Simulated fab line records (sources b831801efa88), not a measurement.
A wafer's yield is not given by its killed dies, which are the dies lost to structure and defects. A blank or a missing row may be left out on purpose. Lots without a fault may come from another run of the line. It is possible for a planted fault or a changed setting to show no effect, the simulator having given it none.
Matching of chambers :: flow gf180mcu :: hdpcvd-01 running GF_CONTACT_CVD_00: 3 sister chambers
The step deposits SiO2, target thk 300 nm, time 50 s. 3 wafers are shown with their chamber, then 8 later ones without.

## WAFERS PAIRED WITH THEIR CHAMBERS
wafer: L522.1
chamber: 0
sih4 flow sccm (sccm): 59.98

wafer: L522.2
chamber: 1
sih4 flow sccm (sccm): 60.08

wafer: L522.6
chamber: 2
sih4 flow sccm (sccm): 59.91

## WAFERS WITH NO CHAMBER GIVEN
wafer: L523.1
sih4 flow sccm (sccm): 60.13

wafer: L523.4
sih4 flow sccm (sccm): 59.89

wafer: L523.5
sih4 flow sccm (sccm): 59.93

wafer: L525.1
sih4 flow sccm (sccm): 60.02

wafer: L525.4
sih4 flow sccm (sccm): 60.01

wafer: L525.5
sih4 flow sccm (sccm): 60.12

wafer: L528.4
sih4 flow sccm (sccm): 60.06

wafer: L529.3
sih4 flow sccm (sccm): 59.74

## EACH ONE'S CHAMBER
wafer: L523.1
from the rows above: can't be placed: 1 or 0
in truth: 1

wafer: L523.4
from the rows above: can't be placed: 2 or 0
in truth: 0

wafer: L523.5
from the rows above: can't be placed: 2 or 0 or 1
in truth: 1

wafer: L525.1
from the rows above: can't be placed: 0 or 1 or 2
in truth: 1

wafer: L525.4
from the rows above: can't be placed: 0 or 1 or 2
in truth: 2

wafer: L525.5
from the rows above: can't be placed: 1 or 0
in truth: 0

wafer: L528.4
from the rows above: can't be placed: 1 or 0 or 2
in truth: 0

wafer: L529.3
from the rows above: can't be placed: 2 or 0
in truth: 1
0 of 8 placed correctly. Can't be placed from these rows: 8 (the true chamber is among the candidates in 7). 0 placed wrongly.
How it was worked out, from the rows above alone: a wafer's distance from a chamber is the root of the sum, over the readings, of the square of ((its reading less the chamber's mean) divided by the reading's scatter). The wafer belongs to the nearest chamber; if the next one is less than 2 further off, it can't be placed. For every chamber, the mean is computed from those of its wafers that are shown. The scatter: with one shown wafer a chamber, the root of the mean of the squares of how far each hidden wafer lies from its nearest shown one.
